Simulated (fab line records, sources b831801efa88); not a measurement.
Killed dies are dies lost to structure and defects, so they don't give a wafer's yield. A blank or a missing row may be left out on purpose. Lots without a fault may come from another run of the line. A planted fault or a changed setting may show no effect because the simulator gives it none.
fab line records | flow sfq_line
record lots=6 wafers=18 last_day=87
route steps=325 shown I0@53 M1@58
lots that met no fault: from a run of the same line without faults
start_h: hours from the record's first day to the start of the lot's first wafer shown | wait_h: hours since the lot's step before | " the same as in the row above | L1.1+2: a row that stands for several wafers | - no value, or no start given | * or withheld: withheld | < > ~ a bound
route shown NAME@n: a module of which the file shows steps, and the number in the route of the first | usual: mean/standard deviation of fault-free wafers | same: alike in all rows | chamber/n: place in a boat | sites: the reading at each site | _std_site: their standard deviation | _edge_site: outer sites' mean less inner sites' | radius_mm: how far each site lies from the wafer's centre | mask NAME#n: copy n | behind: the tool/chamber that last shaped the wafer | hold: why the lot was held/for how many hours/how that ended | device: the transistor (n, p or np) that didn't switch | end of line: the same wafers' tests at the end of the route | a step without rows: its recipe alone | killed: dies lost to structure and defects at the first sort, not the wafer's yield | map: a wafer's dies, x killed, . not, _ none there
set.NAME: the setting as run; set.NAME@STEP: as run at that earlier step | model.NAME: the simulator's own value behind a step, which no gauge read
lots at some steps of the route; a table a step, a row a wafer
services: from which hour (start_h, from the record's first day; less than 0 if before it) a tool's chamber was out of use, for how many hours, and why
## steps
# step SFQ_I0_OVL_MEAS_908
# usual I0_OVL=0/6
# columns lot.wafer tool chamber start_h wait_h I0_OVL[nm]
L794.1 overlay-02 - 481.27 0.1 -5
L794.4 " - " " 2
L794.6 " - " " 1
L797.1 overlay-01 - 531.87 0.1 -10
L797.3 " - " " -5
L797.4 " - " " -10
L805.1 overlay-01 - 598.10 0.1 10
L805.2 " - " " 6
L805.5 " - " " 4
L806.2 overlay-02 - 606.51 0.1 8
L806.3 " - " " 12
L806.6 " - " " 7
L808.1 overlay-02 - 622.10 0.1 -14
L808.3 " - " " -12
L808.5 " - " " -16
L809.2 overlay-01 - 633.13 0.1 6
L809.4 " - " " 3
L809.6 " - " " 4
# step SFQ_TRILAYER_I0_VIA_BARC_OPEN_VIA_ETCH_046
# recipe mask_material=PR chemistry=O2 target_depth_nm=125 target=BARC source_w=500 bias_w=80 pressure_mtorr=30 time_s=41.7
# usual drypump_motor_current_A=5.8/0.55 oes_product_au=0.685/0.0052
# columns lot.wafer tool chamber start_h wait_h drypump_motor_current_A oes_product_au rf_hours_counter_h
L794.1 rie_diel-01 0 481.31 0.0 5.5 0.678 14
L794.4 " 3 " " 6.1 0.687 47
L794.6 " 1 " " 5.0 0.679 -
L797.1 rie_diel-02 0 531.91 0.0 6.0 0.684 3
L797.3 " 3 " " 5.7 0.678 91
L797.4 " 1 " " 4.8 0.686 5
L805.1 rie_diel-03 3 598.14 0.0 5.8 0.677 65
L805.2 " 1 " " 6.8 0.684 0
L805.5 " 0 " " 6.1 0.687 -
L806.2 rie_diel-01 1 606.54 0.0 5.0 0.694 6
L806.3 " 2 " " 5.9 0.691 6
L806.6 " 3 " " 6.0 0.687 -
L808.1 rie_diel-03 2 622.14 0.0 6.4 0.680 59
L808.3 " 3 " " 5.8 0.691 66
L808.5 " 1 " " 6.8 0.693 -
L809.2 rie_diel-03 1 633.16 0.0 6.8 0.687 1
L809.4 " 0 " " 6.1 0.691 10
L809.6 " 0 " " 6.1 0.683 -
# step SFQ_TRILAYER_I0_VIA_ETCH_VIA_ETCH_034
# recipe target=SiO2 stop_on=Nb mask_material=PR taper_deg=20 chemistry=CHF3 target_depth_nm=260 source_w=500 bias_w=80 pressure_mtorr=30 time_s=withheld
# usual drypump_motor_current_A=5.8/0.55 oes_product_au=0.854/0.0049
# columns lot.wafer tool chamber start_h wait_h drypump_motor_current_A oes_product_au
L794.1 rie_diel-01 0 481.35 0.0 5.5 0.850
L794.4 " 3 " " 6.1 0.855
L794.6 " 1 " " 5.0 0.853
L797.1 rie_diel-02 0 531.95 0.0 6.0 0.853
L797.3 " 3 " " 5.7 0.858
L797.4 " 1 " " 4.8 0.856
L805.1 rie_diel-03 3 598.18 0.0 5.9 0.853
L805.2 " 1 " " 6.8 0.857
L805.5 " 0 " " 6.1 0.852
L806.2 rie_diel-01 1 606.58 0.0 5.0 0.851
L806.3 " 2 " " 5.8 0.863
L806.6 " 3 " " 6.0 0.859
L808.1 rie_diel-03 2 622.18 0.0 6.4 0.853
L808.3 " 3 " " 5.8 0.855
L808.5 " 1 " " 6.8 0.855
L809.2 rie_diel-03 1 633.20 0.0 6.8 0.862
L809.4 " 0 " " 6.2 0.849
L809.6 " 0 " " 6.2 0.863
# step SFQ_TRILAYER_I0_VIA_STRIP_STRIP_035
# recipe gas=O2 power_w=200 platen_temp_c=40 overash_fraction=0.65 chemistry=O2 pressure_mtorr=50
# usual drypump_motor_current_A=5.61/0.29 oes_product_au=0.998/0.0089
# columns lot.wafer tool chamber start_h wait_h drypump_motor_current_A oes_product_au rf_hours_counter_h
L794.1 rie_metal-04 0 481.46 - 5.59 0.999 32
L794.4 " 1 " " 5.67 1.002 -
L794.6 " 0 " " 5.57 1.008 -
L797.1 rie_metal-04 0 532.06 - 5.60 1.014 39
L797.3 " 0 " " 5.59 1.017 -
L797.4 " 1 " " 5.63 1.009 -
L805.1 rie_metal-04 0 598.29 - 5.58 1.006 47
L805.2 " 1 " " 5.66 1.014 37
L805.5 " 0 " " 5.61 1.014 -
L806.2 rie_metal-02 0 606.69 - 5.60 1.007 48
L806.3 " 0 " " 5.60 1.008 -
L806.6 " 1 " " 5.80 0.996 -
L808.1 rie_metal-04 1 622.29 - 5.64 0.998 39
L808.3 " 0 " " 5.60 1.009 -
L808.5 " 0 " " 5.58 0.996 -
L809.2 rie_metal-01 0 633.31 - 5.24 0.996 59
L809.4 " 0 " " 5.26 0.991 -
L809.6 " 1 " " 5.96 1.002 -
# step SFQ_TRILAYER_I0_VIA_STRIP_SOLV_CLEAN_036
# recipe chemistry=NMP temp_c=70 time_s=600
# step SFQ_TRILAYER_M1_DEP_PRE_CLEAN_038
# recipe gas=Ar time_s=22.5 bias_v=250
# step SFQ_TRILAYER_M1_DEP_SPUTTER_037
# recipe material=Nb base_pressure_pa=1.33e-06 chamber_pressure_pa=0.1333 substrate_temp_c=20 resputter_cathode_voltage_v=400 target_thk_nm=200 power_w=2000 time_s=133.3
# usual chamber_pressure_pa=0.13333/0.00025 throttle_valve_pct=30.1/0.67
# columns lot.wafer tool chamber start_h wait_h chamber_pressure_pa throttle_valve_pct
L794.1 pvd_sputter-03 - 482.26 0.0 0.13347 30.6
L794.4 " - " " 0.13329 30.8
L794.6 " - " " 0.13307 31.3
L797.1 pvd_sputter-05 - 532.87 0.0 0.13357 29.5
L797.3 " - " " 0.13323 30.0
L797.4 " - " " 0.13359 30.5
L805.1 pvd_sputter-04 - 599.10 0.0 0.13353 30.4
L805.2 " - " " 0.13329 30.7
L805.5 " - " " 0.13354 30.9
L806.2 pvd_sputter-04 - 607.50 0.0 0.13296 30.1
L806.3 " - " " 0.13335 29.0
L806.6 " - " " 0.13301 30.3
L808.1 pvd_sputter-04 - 623.10 0.0 0.13309 29.0
L808.3 " - " " 0.13351 30.7
L808.5 " - " " 0.13322 28.8
L809.2 pvd_sputter-04 - 634.12 0.0 0.13327 30.4
L809.4 " - " " 0.13353 29.2
L809.6 " - " " 0.13285 30.7
# step SFQ_M1_RS_MEAS_909
# recipe thk_meas_gauge=four-point-probe reads=Nb_of_TRILAYER_M1_DEP_SPUTTER_037
# usual M1_NB_RS=0.889/0.0093
# columns lot.wafer tool chamber start_h wait_h M1_NB_RS[ohm/sq]
L794.1 film_metro-04 - 482.35 0.0 0.886
L794.4 " - " " 0.883
L794.6 " - " " 0.880
L797.1 film_metro-01 - 532.96 0.0 0.880
L797.3 " - " " 0.884
L797.4 " - " " 0.881
L805.1 film_metro-01 - 599.19 0.0 0.883
L805.2 " - " " 0.886
L805.5 " - " " 0.888
L806.2 film_metro-04 - 607.61 0.1 0.891
L806.3 " - " " 0.884
L806.6 " - " " 0.879
L808.1 film_metro-01 - 623.19 0.0 0.874
L808.3 " - " " 0.886
L808.5 " - " " 0.874
L809.2 film_metro-03 - 634.23 0.1 0.875
L809.4 " - " " 0.898
L809.6 " - " " 0.882
# step SFQ_TRILAYER_M1_LITHO_COAT_044
# recipe resist=BARC spin_rpm=3000 resist_thk_nm=62
# step SFQ_TRILAYER_M1_LITHO_COAT_039
# recipe resist=KrF spin_rpm=3000 resist_thk_nm=600
# step SFQ_TRILAYER_M1_LITHO_SOFTBAKE_043
# recipe temp_c=withheld time_s=withheld resist=KrF
# step SFQ_TRILAYER_M1_LITHO_EXPOSE_040
# recipe mask_id=M1 na=0.6 source_shape=conventional sigma_outer=0.65 target_cd_nm=500 dose_mj=14.4
# columns lot.wafer tool chamber start_h wait_h mask
L794.1+4+6 krf_scanner-02 0 635.22 - M1#0
L797.1+3+4 krf_scanner-01 0 665.90 - M1#0
L805.1+2+5 krf_scanner-02 0 739.32 - M1#0
L806.2+3+6 krf_scanner-02 0 749.12 - M1#0
L808.1+3+5 krf_scanner-01 0 762.28 - M1#0
L809.2+4+6 krf_scanner-01 0 773.28 - M1#0
# step SFQ_TRILAYER_M1_LITHO_PEB_042
# recipe peb_temp_c=115 peb_time_s=60 resist=KrF
# step SFQ_TRILAYER_M1_LITHO_DEVELOP_041
# recipe time_s=60 resist=KrF
# step SFQ_M1_OVL_MEAS_911
# usual M1_OVL=0/5.8
# columns lot.wafer tool chamber start_h wait_h M1_OVL[nm]
L794.1 overlay-01 - 636.72 0.1 -15
L794.4 " - " " -6
L794.6 " - " " -9
L797.1 overlay-02 - 667.40 0.1 -3
L797.3 " - " " -5
L797.4 " - " " -2
L805.1 overlay-01 - 740.82 0.1 7
L805.2 " - " " -1
L805.5 " - " " 5
L806.2 overlay-02 - 750.43 0.1 13
L806.3 " - " " 4
L806.6 " - " " 9
L808.1 overlay-02 - 763.78 0.1 -4
L808.3 " - " " -6
L808.5 " - " " 0
L809.2 overlay-02 - 774.59 0.1 -2
L809.4 " - " " -2
L809.6 " - " " -1
# step SFQ_TRILAYER_M1_BARC_OPEN_METAL_ETCH_054
# recipe mask_material=PR chemistry=O2 target_depth_nm=125 target=BARC icp_w=600 bias_w=80 pressure_mtorr=10 time_s=41.7
# usual drypump_motor_current_A=5.6/0.51 oes_product_au=0.685/0.0047
# columns lot.wafer tool chamber start_h wait_h drypump_motor_current_A oes_product_au rf_hours_counter_h model.M1.cd_nm
L794.1 rie_metal-04 1 636.76 0.0 5.7 0.682 42 500.9
L794.4 " 1 " " 5.6 0.680 - 500.2
L794.6 " 1 " " 5.7 0.684 - 500.6
L797.1 rie_metal-03 0 667.43 0.0 6.1 0.684 27 501.5
L797.3 " 1 " " 4.8 0.682 - 500.5
L797.4 " 0 " " 6.1 0.683 - 500.7
L805.1 rie_metal-03 0 740.86 0.0 6.1 0.683 39 499.4
L805.2 " 1 " " 4.8 0.681 147 492.7
L805.5 " 0 " " 6.2 0.689 - 491.8
L806.2 rie_metal-03 1 750.46 0.0 4.8 0.685 149 494.7
L806.3 " 0 " " 6.1 0.691 - 498.7
L806.6 " 0 " " 6.1 0.687 - 498.6
L808.1 rie_metal-04 0 763.82 0.0 5.6 0.671 67 501.3
L808.3 " 1 " " 5.7 0.680 - 499.3
L808.5 " 0 " " 5.6 0.687 - 499.2
L809.2 rie_metal-03 0 774.62 0.0 6.2 0.690 43 499.9
L809.4 " 1 " " 4.8 0.687 - 501.8
L809.6 " 0 " " 6.1 0.685 - 501.4
# step SFQ_TRILAYER_M1_ETCH_METAL_ETCH_042
# recipe target=Nb stop_on=SiO2 mask_material=PR chemistry=Cl2/Ar target_depth_nm=240 icp_w=600 bias_w=80 pressure_mtorr=10 time_s=120
# usual drypump_motor_current_A=5.6/0.52 oes_product_au=0.894/0.0075
# columns lot.wafer tool chamber start_h wait_h drypump_motor_current_A oes_product_au rf_hours_counter_h model.M1.cd_nm
L794.1 rie_metal-04 1 636.82 0.0 5.7 0.892 42 499.8
L794.4 " 1 " " 5.7 0.895 - 499.1
L794.6 " 1 " " 5.7 0.893 - 498.8
L797.1 rie_metal-03 0 667.49 0.0 6.2 0.900 27 498.5
L797.3 " 1 " " 4.8 0.896 - 496
L797.4 " 0 " " 6.2 0.902 - 496.5
L805.1 rie_metal-03 0 740.92 0.0 6.2 0.905 39 498.4
L805.2 " 1 " " 4.8 0.900 148 490.8
L805.5 " 0 " " 6.2 0.889 - 490.5
L806.2 rie_metal-03 1 750.52 0.0 4.8 0.890 149 492.7
L806.3 " 0 " " 6.1 0.898 - 498.4
L806.6 " 0 " " 6.2 0.904 - 497.8
L808.1 rie_metal-04 0 763.88 0.0 5.6 0.900 67 501.7
L808.3 " 1 " " 5.6 0.907 - 498.3
L808.5 " 0 " " 5.6 0.902 - 500.1
L809.2 rie_metal-03 0 774.68 0.0 6.1 0.898 43 499.1
L809.4 " 1 " " 4.8 0.889 - 500.1
L809.6 " 0 " " 6.2 0.906 - 500.4
# step SFQ_TRILAYER_M1_STRIP_STRIP_043
# recipe gas=O2 power_w=200 platen_temp_c=40 overash_fraction=0.65 chemistry=O2 pressure_mtorr=50
# usual drypump_motor_current_A=5.6/0.52 oes_product_au=1.000/0.0086
# columns lot.wafer tool chamber start_h wait_h drypump_motor_current_A oes_product_au rf_hours_counter_h
L794.1 rie_metal-04 1 636.94 0.1 5.7 1.003 42
L794.4 " 1 " " 5.7 0.995 -
L794.6 " 1 " " 5.7 0.995 -
L797.1 rie_metal-03 0 667.62 0.1 6.1 1.007 28
L797.3 " 1 " " 4.8 1.001 -
L797.4 " 0 " " 6.1 1.011 -
L805.1 rie_metal-03 0 741.04 0.1 6.1 1.004 39
L805.2 " 1 " " 4.8 1.009 148
L805.5 " 0 " " 6.1 1.004 -
L806.2 rie_metal-03 1 750.64 0.1 4.8 0.997 149
L806.3 " 0 " " 6.1 1.010 -
L806.6 " 0 " " 6.2 0.998 -
L808.1 rie_metal-04 0 764.01 0.1 5.6 0.979 67
L808.3 " 1 " " 5.7 0.992 -
L808.5 " 0 " " 5.6 0.996 -
L809.2 rie_metal-03 0 774.81 0.1 6.1 0.985 43
L809.4 " 1 " " 4.8 0.995 -
L809.6 " 0 " " 6.1 0.998 -
## services
# columns tool chamber start_h hours kind
rie_metal-04 - 459.76 2.8 pm
rie_diel-03 - 467.35 0.8 repair
krf_scanner-01 - 478.45 1.0 pm
krf_scanner-02 - 480.97 1.0 pm
krf_scanner-02 - 496.89 1.3 pm
krf_scanner-01 - 499.09 0.8 pm
rie_diel-01 3 508.11 8.9 repair
krf_scanner-02 - 516.01 4.0 pm
krf_scanner-02 - 572.38 0.2 repair
krf_scanner-01 - 576.10 1.3 pm
krf_scanner-02 - 589.67 0.8 pm
rie_metal-04 0 590.58 6.5 repair
krf_scanner-02 - 627.65 1.6 repair
krf_scanner-01 - 628.08 0.8 repair
krf_scanner-02 - 639.57 0.4 repair
krf_scanner-01 - 646.90 1.0 pm
rie_diel-03 0 655.79 6.3 repair
rie_diel-03 - 675.55 2.8 pm
rie_diel-01 1 697.42 5.9 repair
rie_diel-03 3 699.08 6.0 repair
rie_diel-03 2 700.94 7.6 repair
rie_metal-04 - 714.82 14.6 pm
rie_diel-03 2 720.85 9.0 repair
pvd_sputter-04 - 769.11 2.2 repair
## key
first_sign none at tools or gauges
model_effect step=SFQ_TRILAYER_M1_BARC_OPEN_METAL_ETCH_054 value=M1.cd_nm without=500 struck=493.1
model_effect step=SFQ_TRILAYER_M1_ETCH_METAL_ETCH_042 value=M1.cd_nm without=498.3 struck=491.3
met_at SFQ_TRILAYER_M1_LITHO_EXPOSE_040
struck_wafers L805.2,L805.5,L806.2
onset_between 635.22 739.32
fault kind=process_parameter_drift tool=krf_scanner-02 chamber=- onset_h=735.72 steps=SFQ_TRILAYER_M1_LITHO_EXPOSE_040 channel=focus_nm offset=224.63 shape=step end_h=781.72 scope=struck_wafers_only
